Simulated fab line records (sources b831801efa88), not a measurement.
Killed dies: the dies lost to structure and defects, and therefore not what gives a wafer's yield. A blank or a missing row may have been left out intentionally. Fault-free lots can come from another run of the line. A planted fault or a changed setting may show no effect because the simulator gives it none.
Matching of chambers + flow gf180mcu + cmp-01 running GF_CONTACT_CMP_27: 4 sister chambers
The step polishes, stops on SiO2, t overpolish 15 s, target thk 0 nm. 4 wafers are shown with their chamber, then 7 later ones without.

WAFERS, EACH WITH ITS CHAMBER
| wafer  | chamber | motor current A (A) |
|--------|---------|---------------------|
| L234.1 | 0       | 9.3                 |
| L242.5 | 3       | 9.8                 |
| L247.2 | 1       | 10.9                |
| L247.3 | 2       | 11.5                |

WAFERS MISSING THEIR CHAMBER
| wafer  | motor current A (A) |
|--------|---------------------|
| L247.4 | 10.2                |
| L248.1 | 10.6                |
| L248.2 | 11.0                |
| L248.6 | 11.9                |
| L249.1 | 10.5                |
| L249.2 | 11.6                |
| L249.4 | 10.5                |

WHICH CHAMBER EACH WENT THROUGH
| wafer  | from the rows above          | in truth |
|--------|------------------------------|----------|
| L247.4 | can't be placed: 3 or 1 or 0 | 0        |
| L248.1 | can't be placed: 1 or 3 or 2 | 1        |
| L248.2 | can't be placed: 1 or 2      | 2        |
| L248.6 | can't be placed: 2 or 1      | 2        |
| L249.1 | can't be placed: 1 or 3 or 2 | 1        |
| L249.2 | can't be placed: 2 or 1      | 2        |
| L249.4 | can't be placed: 1 or 3 or 2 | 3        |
Correct placement for 0 of the 7. Not placeable from these rows: 7 (in 7, the candidates include the true chamber). 0 placed wrongly.
How it was worked out, from the rows above alone: a wafer's distance from a chamber is the root of the sum, over the readings, of the square of ((its reading less the chamber's mean) divided by the reading's scatter). The wafer belongs to the nearest chamber; if the next one is less than 2 further off, it can't be placed. A chamber's mean is the mean of its shown wafers. The scatter: with one shown wafer a chamber, the root of the mean of the squares of how far each hidden wafer lies from its nearest shown one.
